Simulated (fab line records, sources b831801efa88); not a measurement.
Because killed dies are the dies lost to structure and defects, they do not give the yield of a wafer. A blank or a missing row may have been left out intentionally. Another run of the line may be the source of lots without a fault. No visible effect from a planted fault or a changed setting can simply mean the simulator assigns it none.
What tool caused it? | flow gf180mcu | 12 lots, 36 wafers sampled, at 1 step of a route of 602

## WHAT THE GAUGES READ, wafer by wafer
GF_V3_BOW_MEAS_05.
lot  | measured     | on            | V3_BOW (um)
L075 | day 21 23:25 | film_metro-04 | 108 102 110
L077 | day 22 13:19 | film_metro-03 | 122 113 107
L079 | day 23 12:40 | film_metro-02 | 123 126 117
L081 | day 24 06:59 | film_metro-03 | 101 100 110
L083 | day 24 13:06 | film_metro-04 | 130 121 134
L085 | day 25 07:35 | film_metro-02 | 113 113 131
L087 | day 26 05:50 | film_metro-02 | 127 110 107
L089 | day 26 14:52 | film_metro-03 | 115 127 117
L091 | day 27 06:26 | film_metro-04 | 111 113 105
L093 | day 27 17:55 | film_metro-04 | 112 113 119
L095 | day 28 10:13 | film_metro-03 | 131 130 125
L097 | day 28 16:17 | film_metro-03 | 115 119 112

## WHAT TOOL EACH LOT RAN ON (gives the tool, then ch and the chambers of the sampled wafers, and finally the start)
No process step before these readings appears in the record.

## THE ANSWER, worked out from the rows above alone
Rule: what is usual is taken from the lots themselves. Put in order of their means at a reading, lots are off if they are a third of the lots or fewer, leave a main group of 4 or more, and stand apart from it by a gap of 3 or more times the standard deviation of the main group's means; of several such gaps the widest counts. A main group whose means are all the same, to the digits that the tables above print for the reading, isn't used. A lot without any number at a reading at which 4 lots or more have one is off too. Where the step has rows for the other lots, those lots are counted as sound.
Across all readings shown, no lot is off: no conclusion can be drawn from this.

## WHAT THE SIMULATOR HAD INSERTED
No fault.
